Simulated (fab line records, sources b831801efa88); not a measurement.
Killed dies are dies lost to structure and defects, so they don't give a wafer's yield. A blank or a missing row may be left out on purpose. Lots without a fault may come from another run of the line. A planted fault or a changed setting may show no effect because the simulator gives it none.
A struck lot beside a sound one | flow sky130 | 16 steps out of a route of 708
Sound: wafers L649.2, L649.4, L649.5. Struck: wafers L639.2, L639.3, L639.6. The cause comes at the end.
At each step with rows: each side's tool, then ch and its chambers, then its first start. Under that, the readings that differ: sound wafers | struck wafers | difference of the means | sigmas: that difference in standard deviations of wafers without a fault.
alike: readings whose means differ by less than 2 such deviations, and words and numbers that are the same on both sides. not compared: withheld readings, readings that some wafer has no value for, bounds like >300 that may hide the same value, and numbers for which the record gives no deviation and whose values overlap.
The two part at a step that has a row with sigmas, a row that says differs or no value, or rows on one side only. Numbers that don't overlap but have no deviation are shown without sigmas and don't part them. A reading that every wafer of one side lacks parts them only if that side has two wafers or more.

first, 2 steps without rows for these wafers: SKY_METAL3_PEB_11; SKY_METAL3_DEVELOP_12 (develop time 60 s).
SKY_METAL3_CD_MEAS_13: target cd 300 nm.
  sound on cd_sem-02, day 45 05:20; struck on cd_sem-02, day 41 20:55
  alike: cd_nm
SKY_METAL3_OVL_MEAS_14:
  sound on overlay-02, day 45 05:26; struck on overlay-01, day 41 21:01
  alike: METAL3_OVL
SKY_METAL3_DESCUM_15: chemistry O2, time 8 s.
  sound on rie_metal-02 ch 0,1, day 45 05:28; struck on rie_metal-01 ch 0,1, day 41 21:03
  alike: drypump_motor_current_A, oes_product_au
  not compared: rf_hours_counter_h
SKY_METAL3_ETCH_16: etches BARC in N2/H2, stops on SiO2, time 88.2 s, target depth 60 nm.
  sound on rie_metal-02 ch 0,1, day 45 05:29; struck on rie_metal-01 ch 0,1, day 41 21:05
  alike: drypump_motor_current_A, oes_product_au, throttle_valve_pct
  not compared: rf_hours_counter_h
SKY_METAL3_ETCH_17: etches SiO2 in C4F8/O2/Ar, stops on TiN, time 3.9 s, target depth 15 nm.
  sound on rie_diel-01 ch 0,1,2, day 45 05:35; struck on rie_diel-03 ch 1,2,3, day 41 21:11
  alike: oes_product_au
  not compared: rf_hours_counter_h
then, 1 step without rows for these wafers: SKY_METAL3_METAL_ETCH_18 (etches the open film in Cl2/BCl3, stops on SiO2, target depth 845 nm, time 183.1 s).
SKY_METAL3_STRIP_19: strips in O2/N2.
  sound on plasma_asher-02 ch 1, day 45 05:47; struck on plasma_asher-01 ch 1, day 41 21:22
  alike: drypump_motor_current_A, oes_product_au, strip_time_to_endpoint_s
  not compared: rf_hours_counter_h
then, 3 steps without rows for these wafers: SKY_METAL3_STRIP_20 (strips in post etch residue remover, time 1200 s); SKY_METAL3_CLEAN_21 (cleans in IPA, time 180 s); SKY_METAL3_CLEAN_22 (cleans in O3/DIW).
SKY_VIA3_HDPCVD_00: deposits SiO2, target thk 1635 nm, time 272.5 s.
  sound on hdpcvd-01 ch 1,2, day 45 06:25; struck on hdpcvd-02 ch 0,1, day 41 22:18
  alike: pressure_mtorr
SKY_VIA3_THK_MEAS_01:
  sound on film_metro-02, day 45 06:36; struck on film_metro-03, day 41 22:29
  reading              | sound          | struck         | difference | sigmas
  VIA3_HDPCVD_THK (nm) | 1641 1625 1618 | 3208 3195 3218 | +1579      | +69
SKY_VIA3_CMP_02: polishes SiO2.
  sound on cmp-01 ch 1,2, day 45 06:42; struck on cmp-02 ch 0,2,3, day 41 22:38
  alike: motor_current_A
-- the record jumps here: 7 days lie between the struck wafers' starts before and after (it left off in module VIA3 and takes up again in module PAD_OPEN, whose first step shown is number 708 of the route) --
SKY_PAD_OPEN_PROBE_99:
  sound on prober-01, day 51 04:35; struck on prober-01, day 48 16:18
  alike: defect_limited_yield, killed_at_M0_to_M3, killed_at_M4_up, killed_at_contacts, killed_at_front_end, killed_at_other, killed_dies, killed_open, killed_short, sort_bin_3_pad_short, sort_bin_5_function, sort_bin_6_memory, sort_n_pass, sort_yield_pct

WHERE THEY PART
Only at SKY_VIA3_THK_MEAS_01, within this record. Later steps at which nothing parts them and some readings are alike: SKY_VIA3_CMP_02, SKY_PAD_OPEN_PROBE_99.

WHY: what the simulator had put in
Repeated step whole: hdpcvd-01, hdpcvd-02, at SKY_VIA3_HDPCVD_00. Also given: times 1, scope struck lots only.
